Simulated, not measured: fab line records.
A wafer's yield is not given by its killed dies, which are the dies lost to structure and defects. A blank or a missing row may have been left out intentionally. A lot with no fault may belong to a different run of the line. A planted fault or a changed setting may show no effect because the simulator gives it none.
The tool behind it: which one? || flow sky130 || 10 lots with 30 wafers sampled at 6 steps, on a route of 708 steps

== WHAT THE GAUGES SHOWED, per wafer ==
SKY_SPACER_THK_MEAS_01.
{"lot": "L543", "measured": "day 23 04:58", "on": "film_metro-03", "SPACER_CVD_00_THK (nm)": "42.6 42.8 42.4"}
{"lot": "L547", "measured": "day 24 15:02", "on": "film_metro-03", "SPACER_CVD_00_THK (nm)": "43.4 43.4 42.9"}
{"lot": "L550", "measured": "day 25 19:38", "on": "film_metro-01", "SPACER_CVD_00_THK (nm)": "43.4 43.5 43.3"}
{"lot": "L553", "measured": "day 26 19:28", "on": "film_metro-03", "SPACER_CVD_00_THK (nm)": "46.4 46.5 46.5"}
{"lot": "L554", "measured": "day 27 03:55", "on": "film_metro-01", "SPACER_CVD_00_THK (nm)": "45.9 46.1 45.6"}
{"lot": "L562", "measured": "day 30 00:38", "on": "film_metro-01", "SPACER_CVD_00_THK (nm)": "43.5 43.4 43.4"}
{"lot": "L563", "measured": "day 30 02:53", "on": "film_metro-03", "SPACER_CVD_00_THK (nm)": "43.0 42.8 43.1"}
{"lot": "L564", "measured": "day 30 06:30", "on": "film_metro-01", "SPACER_CVD_00_THK (nm)": "43.1 43.7 43.1"}
{"lot": "L565", "measured": "day 30 19:34", "on": "film_metro-02", "SPACER_CVD_00_THK (nm)": "43.7 43.4 43.4"}
{"lot": "L566", "measured": "day 31 02:59", "on": "film_metro-03", "SPACER_CVD_00_THK (nm)": "42.9 42.3 42.7"}

SKY_RES_XHIGH_TW_MEAS_09.
{"lot": "L543", "measured": "day 26 23:13", "on": "film_metro-01", "RES_XHIGH_TW": "1636 1640 1629"}
{"lot": "L547", "measured": "day 28 07:43", "on": "film_metro-04", "RES_XHIGH_TW": "1666 1664 1661"}
{"lot": "L550", "measured": "day 29 10:31", "on": "film_metro-02", "RES_XHIGH_TW": "1666 1646 1660"}
{"lot": "L553", "measured": "day 30 08:40", "on": "film_metro-04", "RES_XHIGH_TW": "1666 1671 1656"}
{"lot": "L554", "measured": "day 30 17:22", "on": "film_metro-02", "RES_XHIGH_TW": "1649 1648 1651"}
{"lot": "L562", "measured": "day 33 11:20", "on": "film_metro-01", "RES_XHIGH_TW": "1640 1643 1638"}
{"lot": "L563", "measured": "day 33 13:21", "on": "film_metro-04", "RES_XHIGH_TW": "1670 1653 1645"}
{"lot": "L564", "measured": "day 33 15:52", "on": "film_metro-04", "RES_XHIGH_TW": "1652 1665 1651"}
{"lot": "L565", "measured": "day 34 04:52", "on": "film_metro-02", "RES_XHIGH_TW": "1649 1644 1651"}
{"lot": "L566", "measured": "day 34 12:04", "on": "film_metro-04", "RES_XHIGH_TW": "1651 1655 1654"}

== TOOL THAT RAN EACH LOT (tool first, then ch and the chambers of the sampled wafers, then the start) ==
{"lot": "L543", "SKY_LDD_LDN_STRIP_12": "plasma_asher-01 ch 1, day 23 02:55", "SKY_SPACER_CVD_00": "lpcvd-02 ch 1, day 23 03:10", "SKY_SPACER_ETCHBACK_02": "rie_diel-03 ch 1,2,3, day 23 05:02", "SKY_RES_XHIGH_STRIP_08": "plasma_asher-03 ch 0,1, day 26 23:07"}
{"lot": "L547", "SKY_LDD_LDN_STRIP_12": "plasma_asher-01 ch 1, day 24 13:36", "SKY_SPACER_CVD_00": "lpcvd-02 ch 0, day 24 13:49", "SKY_SPACER_ETCHBACK_02": "rie_diel-01 ch 0,2,3, day 24 15:05", "SKY_RES_XHIGH_STRIP_08": "plasma_asher-04 ch 0,1, day 28 07:37"}
{"lot": "L550", "SKY_LDD_LDN_STRIP_12": "plasma_asher-03 ch 0,1, day 25 18:14", "SKY_SPACER_CVD_00": "lpcvd-02 ch 0, day 25 18:24", "SKY_SPACER_ETCHBACK_02": "rie_diel-03 ch 1,2,3, day 25 19:40", "SKY_RES_XHIGH_STRIP_08": "plasma_asher-03 ch 0,1, day 29 10:26"}
{"lot": "L553", "SKY_LDD_LDN_STRIP_12": "plasma_asher-01 ch 0,1, day 26 18:02", "SKY_SPACER_CVD_00": "lpcvd-02 ch 1, day 26 18:15", "SKY_SPACER_ETCHBACK_02": "rie_diel-03 ch 0,2,3, day 26 19:31", "SKY_RES_XHIGH_STRIP_08": "plasma_asher-01 ch 0,1, day 30 08:34"}
{"lot": "L554", "SKY_LDD_LDN_STRIP_12": "plasma_asher-01 ch 0,1, day 27 02:29", "SKY_SPACER_CVD_00": "lpcvd-02 ch 0, day 27 02:42", "SKY_SPACER_ETCHBACK_02": "rie_diel-01 ch 1,2,3, day 27 03:58", "SKY_RES_XHIGH_STRIP_08": "plasma_asher-04 ch 0,1, day 30 17:16"}
{"lot": "L562", "SKY_LDD_LDN_STRIP_12": "plasma_asher-01 ch 0,1, day 29 23:14", "SKY_SPACER_CVD_00": "lpcvd-02 ch 1, day 29 23:25", "SKY_SPACER_ETCHBACK_02": "rie_diel-02 ch 1,2,3, day 30 00:41", "SKY_RES_XHIGH_STRIP_08": "plasma_asher-03 ch 0,1, day 33 11:15"}
{"lot": "L563", "SKY_LDD_LDN_STRIP_12": "plasma_asher-03 ch 0,1, day 30 00:06", "SKY_SPACER_CVD_00": "lpcvd-02 ch 0, day 30 01:40", "SKY_SPACER_ETCHBACK_02": "rie_diel-01 ch 0,2,3, day 30 02:56", "SKY_RES_XHIGH_STRIP_08": "plasma_asher-01 ch 0,1, day 33 13:15"}
{"lot": "L564", "SKY_LDD_LDN_STRIP_12": "plasma_asher-03 ch 0,1, day 30 02:17", "SKY_SPACER_CVD_00": "lpcvd-02 ch 0, day 30 05:17", "SKY_SPACER_ETCHBACK_02": "rie_diel-03 ch 0,2,3, day 30 06:33", "SKY_RES_XHIGH_STRIP_08": "plasma_asher-04 ch 0,1, day 33 15:45"}
{"lot": "L565", "SKY_LDD_LDN_STRIP_12": "plasma_asher-02 ch 0,1, day 30 18:08", "SKY_SPACER_CVD_00": "lpcvd-02 ch 0, day 30 18:21", "SKY_SPACER_ETCHBACK_02": "rie_diel-03 ch 2,3, day 30 19:37", "SKY_RES_XHIGH_STRIP_08": "plasma_asher-03 ch 0,1, day 34 04:45"}
{"lot": "L566", "SKY_LDD_LDN_STRIP_12": "plasma_asher-02 ch 0,1, day 31 01:34", "SKY_SPACER_CVD_00": "lpcvd-02 ch 1, day 31 01:45", "SKY_SPACER_ETCHBACK_02": "rie_diel-03 ch 0,2,3, day 31 03:02", "SKY_RES_XHIGH_STRIP_08": "plasma_asher-03 ch 0,1, day 34 11:58"}
- SKY_LDD_LDN_STRIP_12: strips in O2/N2.
- SKY_SPACER_CVD_00: deposits Si3N4 from DCS/NH3, target thk 43.1 nm, time 740 s.
- SKY_SPACER_ETCHBACK_02: etches Si3N4 in CH3F/O2, stops on SiO2, time 46.7 s, target depth 45 nm.
- SKY_RES_XHIGH_STRIP_08: strips in O2/N2.

== AS READ BY THE TOOLS THEMSELVES (means over the sampled wafers that have a number; for cases with no such wafer, the mark the record gives instead) ==
SKY_LDD_LDN_STRIP_12.
{"lot": "L543", "tool": "plasma_asher-01", "chamber_pressure_mTorr (mTorr)": 1500.4, "drypump_motor_current_A (A)": 6.4, "oes_product_au (a.u.)": 0.716, "strip_time_to_endpoint_s (s)": 14.21}
{"lot": "L547", "tool": "plasma_asher-01", "chamber_pressure_mTorr (mTorr)": 1501.0, "drypump_motor_current_A (A)": 6.4, "oes_product_au (a.u.)": 0.714, "strip_time_to_endpoint_s (s)": 14.23}
{"lot": "L550", "tool": "plasma_asher-03", "chamber_pressure_mTorr (mTorr)": 1500.3, "drypump_motor_current_A (A)": 6.1, "oes_product_au (a.u.)": 0.716, "strip_time_to_endpoint_s (s)": 14.20}
{"lot": "L553", "tool": "plasma_asher-01", "chamber_pressure_mTorr (mTorr)": 1499.9, "drypump_motor_current_A (A)": 6.5, "oes_product_au (a.u.)": 0.713, "strip_time_to_endpoint_s (s)": 14.26}
{"lot": "L554", "tool": "plasma_asher-01", "chamber_pressure_mTorr (mTorr)": 1499.6, "drypump_motor_current_A (A)": 6.5, "oes_product_au (a.u.)": 0.712, "strip_time_to_endpoint_s (s)": 14.20}
{"lot": "L562", "tool": "plasma_asher-01", "chamber_pressure_mTorr (mTorr)": 1500.1, "drypump_motor_current_A (A)": 6.5, "oes_product_au (a.u.)": 0.717, "strip_time_to_endpoint_s (s)": 14.14}
{"lot": "L563", "tool": "plasma_asher-03", "chamber_pressure_mTorr (mTorr)": 1499.4, "drypump_motor_current_A (A)": 6.2, "oes_product_au (a.u.)": 0.716, "strip_time_to_endpoint_s (s)": 14.18}
{"lot": "L564", "tool": "plasma_asher-03", "chamber_pressure_mTorr (mTorr)": 1500.1, "drypump_motor_current_A (A)": 6.2, "oes_product_au (a.u.)": 0.716, "strip_time_to_endpoint_s (s)": 14.23}
{"lot": "L565", "tool": "plasma_asher-02", "chamber_pressure_mTorr (mTorr)": 1500.4, "drypump_motor_current_A (A)": 5.6, "oes_product_au (a.u.)": 0.712, "strip_time_to_endpoint_s (s)": 14.15}
{"lot": "L566", "tool": "plasma_asher-02", "chamber_pressure_mTorr (mTorr)": 1500.5, "drypump_motor_current_A (A)": 5.6, "oes_product_au (a.u.)": 0.718, "strip_time_to_endpoint_s (s)": 14.19}

SKY_SPACER_CVD_00.
{"lot": "L543", "tool": "lpcvd-02", "spike_tc_lower_C (C)": 771.5, "spike_tc_upper_C (C)": 770.4}
{"lot": "L547", "tool": "lpcvd-02", "spike_tc_lower_C (C)": 770.2, "spike_tc_upper_C (C)": 771.1}
{"lot": "L550", "tool": "lpcvd-02", "spike_tc_lower_C (C)": 769.5, "spike_tc_upper_C (C)": 769.6}
{"lot": "L553", "tool": "lpcvd-02", "spike_tc_lower_C (C)": 770.2, "spike_tc_upper_C (C)": 768.7}
{"lot": "L554", "tool": "lpcvd-02", "spike_tc_lower_C (C)": 769.8, "spike_tc_upper_C (C)": 770.6}
{"lot": "L562", "tool": "lpcvd-02", "spike_tc_lower_C (C)": 770.1, "spike_tc_upper_C (C)": 768.7}
{"lot": "L563", "tool": "lpcvd-02", "spike_tc_lower_C (C)": 769.1, "spike_tc_upper_C (C)": 772.0}
{"lot": "L564", "tool": "lpcvd-02", "spike_tc_lower_C (C)": 769.1, "spike_tc_upper_C (C)": 770.7}
{"lot": "L565", "tool": "lpcvd-02", "spike_tc_lower_C (C)": 769.7, "spike_tc_upper_C (C)": 770.4}
{"lot": "L566", "tool": "lpcvd-02", "spike_tc_lower_C (C)": 770.5, "spike_tc_upper_C (C)": 770.1}

SKY_SPACER_ETCHBACK_02.
{"lot": "L543", "tool": "rie_diel-03", "chamber_pressure_mTorr (mTorr)": 25.030, "drypump_motor_current_A (A)": 5.6, "oes_product_au (a.u.)": 0.846, "throttle_valve_pct (%)": 10.565}
{"lot": "L547", "tool": "rie_diel-01", "chamber_pressure_mTorr (mTorr)": 24.983, "drypump_motor_current_A (A)": 5.7, "oes_product_au (a.u.)": 0.854, "throttle_valve_pct (%)": 10.565}
{"lot": "L550", "tool": "rie_diel-03", "chamber_pressure_mTorr (mTorr)": 24.988, "drypump_motor_current_A (A)": 5.6, "oes_product_au (a.u.)": 0.854, "throttle_valve_pct (%)": 10.553}
{"lot": "L553", "tool": "rie_diel-03", "chamber_pressure_mTorr (mTorr)": 25.004, "drypump_motor_current_A (A)": 5.8, "oes_product_au (a.u.)": 0.889, "throttle_valve_pct (%)": 10.567}
{"lot": "L554", "tool": "rie_diel-01", "chamber_pressure_mTorr (mTorr)": 25.009, "drypump_motor_current_A (A)": 5.9, "oes_product_au (a.u.)": 0.886, "throttle_valve_pct (%)": 10.574}
{"lot": "L562", "tool": "rie_diel-02", "chamber_pressure_mTorr (mTorr)": 25.014, "drypump_motor_current_A (A)": 5.5, "oes_product_au (a.u.)": 0.858, "throttle_valve_pct (%)": 10.569}
{"lot": "L563", "tool": "rie_diel-01", "chamber_pressure_mTorr (mTorr)": 25.005, "drypump_motor_current_A (A)": 5.8, "oes_product_au (a.u.)": 0.852, "throttle_valve_pct (%)": 10.566}
{"lot": "L564", "tool": "rie_diel-03", "chamber_pressure_mTorr (mTorr)": 24.979, "drypump_motor_current_A (A)": 5.8, "oes_product_au (a.u.)": 0.856, "throttle_valve_pct (%)": 10.570}
{"lot": "L565", "tool": "rie_diel-03", "chamber_pressure_mTorr (mTorr)": 25.001, "drypump_motor_current_A (A)": 5.6, "oes_product_au (a.u.)": 0.858, "throttle_valve_pct (%)": 10.555}
{"lot": "L566", "tool": "rie_diel-03", "chamber_pressure_mTorr (mTorr)": 24.999, "drypump_motor_current_A (A)": 5.8, "oes_product_au (a.u.)": 0.851, "throttle_valve_pct (%)": 10.560}

SKY_RES_XHIGH_STRIP_08.
{"lot": "L543", "tool": "plasma_asher-03", "chamber_pressure_mTorr (mTorr)": 1499.8, "drypump_motor_current_A (A)": 6.2, "oes_product_au (a.u.)": 0.713, "strip_time_to_endpoint_s (s)": 14.49}
{"lot": "L547", "tool": "plasma_asher-04", "chamber_pressure_mTorr (mTorr)": 1500.6, "drypump_motor_current_A (A)": 6.0, "oes_product_au (a.u.)": 0.709, "strip_time_to_endpoint_s (s)": 14.48}
{"lot": "L550", "tool": "plasma_asher-03", "chamber_pressure_mTorr (mTorr)": 1501.1, "drypump_motor_current_A (A)": 6.2, "oes_product_au (a.u.)": 0.709, "strip_time_to_endpoint_s (s)": 14.45}
{"lot": "L553", "tool": "plasma_asher-01", "chamber_pressure_mTorr (mTorr)": 1500.7, "drypump_motor_current_A (A)": 6.6, "oes_product_au (a.u.)": 0.714, "strip_time_to_endpoint_s (s)": 14.44}
{"lot": "L554", "tool": "plasma_asher-04", "chamber_pressure_mTorr (mTorr)": 1499.8, "drypump_motor_current_A (A)": 6.2, "oes_product_au (a.u.)": 0.710, "strip_time_to_endpoint_s (s)": 14.48}
{"lot": "L562", "tool": "plasma_asher-03", "chamber_pressure_mTorr (mTorr)": 1499.0, "drypump_motor_current_A (A)": 6.2, "oes_product_au (a.u.)": 0.714, "strip_time_to_endpoint_s (s)": 14.49}
{"lot": "L563", "tool": "plasma_asher-01", "chamber_pressure_mTorr (mTorr)": 1500.4, "drypump_motor_current_A (A)": 6.6, "oes_product_au (a.u.)": 0.711, "strip_time_to_endpoint_s (s)": 14.45}
{"lot": "L564", "tool": "plasma_asher-04", "chamber_pressure_mTorr (mTorr)": 1500.2, "drypump_motor_current_A (A)": 6.0, "oes_product_au (a.u.)": 0.714, "strip_time_to_endpoint_s (s)": 14.48}
{"lot": "L565", "tool": "plasma_asher-03", "chamber_pressure_mTorr (mTorr)": 1499.4, "drypump_motor_current_A (A)": 6.2, "oes_product_au (a.u.)": 0.712, "strip_time_to_endpoint_s (s)": 14.47}
{"lot": "L566", "tool": "plasma_asher-03", "chamber_pressure_mTorr (mTorr)": 1499.4, "drypump_motor_current_A (A)": 5.9, "oes_product_au (a.u.)": 0.713, "strip_time_to_endpoint_s (s)": 14.44}

== THE ANSWER, worked out from the rows above alone ==
Rule: the lots themselves supply what counts as usual. The widest of any qualifying gaps counts: lots, ordered by their means at a reading, are off when they make up no more than a third of the lots, leave a main group of 4 or more, and stand apart from it by 3 or more times the standard deviation of that group's means. A main group whose means are all the same, to the digits that the tables above print for the reading, isn't used. A lot without any number at a reading at which 4 lots or more have one is off too. The other lots that the step has rows for count as sound. First the gauges in route order, then the tools' own readings, where a lot's mean is used as printed above. The first step at which some lot is off is used, and at that step the reading that is off furthest; a lot without a number counts as furthest.
Off: L553, L554, seen at SKY_SPACER_THK_MEAS_01 (SPACER_CVD_00_THK). The main group has a mean of 43.1 nm with a standard deviation of 0.33.
If a tool, at a process step before that reading, ran all the lots that are off and no sound lot after the first of them, it fits. The gauges at SKY_SPACER_THK_MEAS_01 aren't tried: what is off there is off at SKY_SPACER_ETCHBACK_02 too, on other tools, and a gauge's error can't cause that. Of those tried, none fits.

== WHAT THE SIMULATOR HAD PUT IN ==
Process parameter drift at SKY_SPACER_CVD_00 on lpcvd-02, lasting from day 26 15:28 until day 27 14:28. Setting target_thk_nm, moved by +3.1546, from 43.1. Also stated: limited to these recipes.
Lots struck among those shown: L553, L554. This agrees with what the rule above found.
